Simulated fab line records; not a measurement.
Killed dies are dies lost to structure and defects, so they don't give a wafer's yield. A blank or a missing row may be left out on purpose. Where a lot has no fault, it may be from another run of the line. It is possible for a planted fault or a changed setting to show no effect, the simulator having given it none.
Matching of chambers	flow gf180mcu	GF_V5_CVD_02 on pecvd-02 has 3 sister chambers
The step deposits SiO2 from TEOS, target thk 1450 nm, time 163.28 s. 6 wafers are shown with their chamber, then 12 later ones without.

== WAFERS PAIRED WITH THEIR CHAMBERS ==
wafer	chamber	heater-power-w (W)
L084.1	0	547
L084.2	2	564
L084.3	1	676
L084.4	2	446
L084.5	0	458
L084.6	1	557

== WAFERS WITH NO CHAMBER GIVEN ==
wafer	heater-power-w (W)
L090.1	533
L090.2	603
L090.3	589
L093.1	505
L093.2	491
L093.3	570
L093.4	546
L093.5	447
L093.6	432
L094.1	508
L094.4	561
L094.6	442

== CHAMBER TAKEN BY EACH ==
wafer	from the rows above	in truth
L090.1	can't be placed: 2 or 0 or 1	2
L090.2	can't be placed: 1 or 2 or 0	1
L090.3	can't be placed: 1 or 2 or 0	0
L093.1	can't be placed: 2 or 0 or 1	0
L093.2	can't be placed: 0 or 2 or 1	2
L093.3	can't be placed: 1 or 2 or 0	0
L093.4	can't be placed: 2 or 0 or 1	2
L093.5	can't be placed: 0 or 2 or 1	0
L093.6	can't be placed: 0 or 2 or 1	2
L094.1	can't be placed: 2 or 0 or 1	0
L094.4	can't be placed: 1 or 2 or 0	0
L094.6	can't be placed: 0 or 2 or 1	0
Placed correctly: 0 of 12. These rows do not allow placing 12 (true chamber among the candidates in 12). Placed wrongly: 0.
How it was worked out, from the rows above alone: a wafer's distance from a chamber is the root of the sum, over the readings, of the square of ((its reading less the chamber's mean) divided by the reading's scatter). If the next closest chamber is less than 2 further off than the closest, the wafer can't be placed; otherwise it belongs to the closest. For every chamber, the mean is computed from those of its wafers that are shown. The scatter: the root of (the sum of the squares of (reading less its chamber's mean) over the shown wafers, divided by (wafers less chambers)).
